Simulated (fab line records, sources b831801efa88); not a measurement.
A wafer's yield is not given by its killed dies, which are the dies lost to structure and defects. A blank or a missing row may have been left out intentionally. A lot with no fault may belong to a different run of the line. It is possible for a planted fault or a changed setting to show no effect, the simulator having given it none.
Comparing a struck lot with a sound one / flow sky130 / 43 steps out of a route of 708
Sound: these wafers, L478.1, L478.2, L478.3. Wafers struck: L483.2, L483.3, L483.4. The cause comes at the end.
At each step with rows: each side's tool, then ch and its chambers, then its first start. Under that, the readings that differ: sound wafers / struck wafers / difference of the means / sigmas: that difference in standard deviations of wafers without a fault.
alike: words and numbers the same on both sides, and readings whose means are apart by under 2 such deviations; not compared: readings that were withheld, readings missing a value for some wafer, numbers with overlapping values and no deviation given by the record, and bounds like >300 which may hide the same value.
The two part at a step that has a row with sigmas, a row that says differs or no value, or rows on one side only. When numbers do not overlap yet have no deviation, they are printed without sigmas and do not part them. Lack of a reading on every wafer of one side parts them only where that side has two or more wafers.

first, 6 steps without rows for these wafers: SKY_LI_CONTACT_COAT_06 (resist thk 60 nm); SKY_LI_CONTACT_COAT_07 (resist thk 450 nm); SKY_LI_CONTACT_SOFTBAKE_08 (time 90 s); SKY_LI_CONTACT_EXPOSE_09 (exposes mask LICM1, target cd 170 nm); SKY_LI_CONTACT_PEB_10; SKY_LI_CONTACT_DEVELOP_11 (develop time 60 s).
SKY_LI_CONTACT_CD_MEAS_12: target cd 170 nm.
  struck on cd-sem-01, day 32 10:20; sound on cd-sem-02, day 30 18:04
  alike: cd-nm
SKY_LI_CONTACT_OVL_MEAS_13:
  struck on overlay-01, day 32 10:26; sound on overlay-02, day 30 18:11
  alike: LI_CONTACT_OVL
then, 1 step without rows for these wafers: SKY_LI_CONTACT_ETCH_14 (etches BARC in N2/H2, stops on SiO2, time 45.9 s, target depth 60 nm).
SKY_LI_CONTACT_ETCH_15: etches PSG in C4F8/O2/Ar, stops on Si, target depth 600 nm.
  sound on rie-diel-02 ch 1,2,3, day 30 18:16; struck on rie-diel-02 ch 1,2,3, day 32 10:31
  alike: oes-product-au
SKY_LI_CONTACT_STRIP_16: strips in O2/N2.
  sound on plasma-asher-01 ch 0,1, day 30 18:21; struck on plasma-asher-01 ch 0,1, day 32 10:36
  alike: drypump-motor-current-A, oes-product-au, strip-time-to-endpoint-s
  not compared: rf-hours-counter-h
then, 1 step without rows for these wafers: SKY_LI_CONTACT_CLEAN_17 (cleans in NMP, time 600 s).
SKY_LI_CONTACT_PRE_CLEAN_18: time 5.6 s.
  struck on pvd-sputter-02, day 32 11:02; sound on pvd-sputter-02, day 30 18:37
then, 2 steps without rows for these wafers: SKY_LI_CONTACT_SPUTTER_19 (material Ti, target thk 20 nm, time 106.37 s); SKY_LI_CONTACT_SPUTTER_20 (material TiN, target thk 20 nm, time 80 s).
SKY_LI_CONTACT_CVD_21: deposits W, target thk 400 nm, time 120.56 s.
  sound on cvd-w-02 ch 0,1, day 30 18:47; struck on cvd-w-01 ch 0,1, day 32 11:12
  alike: heater-power-w
SKY_LI_CONTACT_RS_MEAS_22: measurement is done with a four-point probe.
  struck on film-metro-04, day 32 11:20; sound on film-metro-03, day 30 18:54
  alike: LI_CONTACT_W_RS
SKY_LI_CONTACT_THK_MEAS_23: measures by xrf.
  struck on film-metro-04, day 32 11:27; sound on film-metro-03, day 30 19:01
  alike: LI_CONTACT_W_THK
then, 1 step without rows for these wafers: SKY_LI_CONTACT_CMP_24 (polishes, stops on PSG, t overpolish 20 s, target thk 0 nm).
SKY_LOCAL_INTERCONNECT_SPUTTER_00: material TiN, target thk 100 nm, time 83.3 s.
  struck on pvd-sputter-04, day 32 11:48; sound on pvd-sputter-04, day 30 19:23
  alike: throttle-valve-pct
SKY_LOCAL_INTERCONNECT_RS_MEAS_01: measurement is done with a four-point probe.
  struck on film-metro-02, day 32 11:53; sound on film-metro-01, day 30 19:27
  alike: LOCAL_INTERCONNECT_TIN_RS
SKY_LOCAL_INTERCONNECT_THK_MEAS_02: measures by xrf.
  struck on film-metro-02, day 32 12:00; sound on film-metro-01, day 30 19:34
  alike: LOCAL_INTERCONNECT_TIN_THK
then, 8 steps without rows for these wafers: SKY_LOCAL_INTERCONNECT_DEHYDRATE_03 (time 60 s); SKY_LOCAL_INTERCONNECT_HMDS_04 (prime time 60 s); SKY_LOCAL_INTERCONNECT_COAT_05 (resist thk 60 nm); SKY_LOCAL_INTERCONNECT_COAT_06 (resist thk 450 nm); SKY_LOCAL_INTERCONNECT_SOFTBAKE_07 (time 90 s); SKY_LOCAL_INTERCONNECT_EXPOSE_08 (exposes mask LI1M, target cd 170 nm); SKY_LOCAL_INTERCONNECT_PEB_09; SKY_LOCAL_INTERCONNECT_DEVELOP_10 (develop time 60 s).
SKY_LOCAL_INTERCONNECT_CD_MEAS_11: target cd 170 nm.
  struck on cd-sem-02, day 33 16:10; sound on cd-sem-01, day 31 22:53
  alike: cd-nm
SKY_LOCAL_INTERCONNECT_OVL_MEAS_12:
  struck on overlay-01, day 33 16:17; sound on overlay-01, day 31 23:00
reading=LOCAL_INTERCONNECT_OVL (nm); sound=10 3 8; struck=-9 -5 -7; difference=-14; sigmas=-3
then, 6 steps without rows for these wafers: SKY_LOCAL_INTERCONNECT_ETCH_13 (etches BARC in N2/H2, stops on SiO2, time 45.9 s, target depth 60 nm); SKY_LOCAL_INTERCONNECT_METAL_ETCH_14 (etches TiN in Cl2/BCl3, stops on PSG, target depth 110 nm, time 31.4 s); SKY_LOCAL_INTERCONNECT_STRIP_15 (strips in O2/N2); SKY_LOCAL_INTERCONNECT_STRIP_16 (strips in post etch residue remover, time 1200 s); SKY_LOCAL_INTERCONNECT_CLEAN_17 (cleans in IPA, time 180 s); SKY_LOCAL_INTERCONNECT_CLEAN_18 (cleans in O3/DIW).
SKY_CONTACT_CVD_00: deposits Si3N4, target thk 75 nm.
  sound on pecvd-01 ch 0,1,2, day 31 23:45; struck on pecvd-03 ch 0,1,2, day 33 17:04
  alike: heater-power-w
SKY_CONTACT_THK_MEAS_01:
  struck on film-metro-03, day 33 17:07; sound on film-metro-04, day 31 23:47
  alike: CONTACT_CVD_00_THK
then, 1 step without rows for these wafers: SKY_CONTACT_HDPCVD_02 (deposits SiO2, target thk 565 nm, time 94.2 s).
SKY_CONTACT_THK_MEAS_03:
  struck on film-metro-04, day 33 17:15; sound on film-metro-03, day 31 23:55
  alike: CONTACT_HDPCVD_THK
-- the record jumps here: 14 days lie between the struck wafers' starts before and after (it left off in module CONTACT and takes up again in module PAD_OPEN, whose first step shown is number 708 of the route) --
SKY_PAD_OPEN_PROBE_99:
  struck on prober-01, day 48 04:29; sound on prober-01, day 46 23:51
reading=killed_at_M0_to_M3; sound=39 55 50; struck=39 31 31; difference=-14; sigmas=-2
reading=killed-at-contacts; sound=26 18 22; struck=89 82 85; difference=+63; sigmas=+13
reading=killed-dies; sound=85 86 87; struck=142 134 137; difference=+52; sigmas=+6
  alike: killed_at_M4_up, killed-at-front-end, killed-at-other, killed-open, killed-short

WHERE THEY PART
At SKY_LOCAL_INTERCONNECT_OVL_MEAS_12 first; at SKY_PAD_OPEN_PROBE_99 last (within this record only).

WHY: the cause the simulator had injected
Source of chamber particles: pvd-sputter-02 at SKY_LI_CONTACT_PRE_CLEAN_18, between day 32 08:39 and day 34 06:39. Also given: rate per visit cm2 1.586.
